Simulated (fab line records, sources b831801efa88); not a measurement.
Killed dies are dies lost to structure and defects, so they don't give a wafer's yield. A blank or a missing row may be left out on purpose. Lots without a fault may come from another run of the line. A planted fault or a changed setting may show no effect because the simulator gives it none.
Problem report in the 8D (eight disciplines) form, filled by code | flow gf180mcu | the parts of the form that need people (team, actions taken, sign-off) are left out

1. THE PROBLEM
HV_LDD_RS at GF_HV_LDD_RS_MEAS_53 reads a mean of 411.9 ohm/sq on 6 wafers of 2 lots; wafers without a fault read 417.8 ohm/sq with a standard deviation of 0.98. That is -6.1 standard deviations from the usual mean.
The step: measures by four-point-probe.
First seen on wafer L873.2, day 14 18:55, on film_metro-04. The record holds 36 wafers of 12 lots with a number at this step. Rule for "out", or "out of limits": more than 4 standard deviations from the usual mean. The other wafers with a number count as sound.

2. WHAT IT IS AND WHAT IT IS NOT
question                    | is                           | is not
which readings at this step | HV_LDD_RS                    | -
which lots                  | L873, L875                   | L867, L869, L877, L881, L882, L884, L885, L887, L888, L889
which wafers of those lots  | all that have a number       | -
read on which gauges        | film_metro-02, film_metro-04 | film_metro-01
when                        | from day 14 18:55            | up to then (6 sound wafers); but 24 sound wafers of L877, L881, L882, L884, L885, L887, L888, L889 came after

3. SUSPECTS, AND WHAT RULES EACH OUT
Counting: a tool at a process step up to the reading stays a suspect if it ran every lot that is out and no sound lot after the first of them.
- the gauge at GF_HV_LDD_RS_MEAS_53: ruled out. The wafers that are out were read on 2 gauges (film_metro-02, film_metro-04).
- implanter-02 at GF_HV_LDD_IMPLANT_36: ruled out as a lasting fault. Sound lots L884, L887, L888 ran on it after its first lot that is out, L873 (day 13 21:20).
- plasma_asher-01 at GF_HV_LDD_STRIP_37 (strips in O2/N2): ruled out as a lasting fault. Sound lots L884, L887 ran on it after its first lot that is out, L873 (day 13 21:28).
Left after counting: nothing in the record.

4. THE CAUSE (what the simulator had put in)
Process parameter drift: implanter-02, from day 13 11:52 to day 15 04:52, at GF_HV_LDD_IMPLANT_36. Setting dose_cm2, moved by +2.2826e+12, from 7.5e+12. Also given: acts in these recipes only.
Counting ruled it out, wrongly: the rule takes a fault to strike every lot that its tool runs from its start on, and this one did not.

5. THE CHAIN OF EFFECTS, in route order
Each row: a reading whose mean over the struck wafers that have a number lies more than 3 standard deviations from the usual. Only readings for which the record gives a usual standard deviation are gone through. hours: the time from each lot's start at the first step in this table that gives one to its start at this step, as a median over the lots. sigmas: the change in usual standard deviations.
hours | step                 | reading            | usual        | on struck wafers | change     | sigmas
0     | GF_HV_LDD_IMPLANT_36 | dose_ions_cm2      | 7.499e+12    | 9.792e+12        | +2.293e+12 | +99 or more
0     | GF_HV_LDD_IMPLANT_36 | faraday_current_uA | 42.2         | 55.0             | +12.8      | +15
0     | GF_HV_LDD_TW_MEAS_38 | HV_LDD_3_TW        | 1443         | 1494             | +52        | +3.0
22    | GF_HV_LDD_RS_MEAS_53 | HV_LDD_RS          | 417.8 ohm/sq | 411.9            | -5.9       | -6.1
The process steps in it:
- GF_HV_LDD_IMPLANT_36

6. WHAT WOULD HAVE CAUGHT IT SOONER
In this record the first reading out of limits at a measuring or inspecting step was taken at day 14 18:55, 31 hours after the fault began at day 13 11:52.
The tool's own readings at GF_HV_LDD_IMPLANT_36 were out on every struck wafer that the step has a row for (dose_ions_cm2, faraday_current_uA): an alarm limit on them would have fired on the first of those.
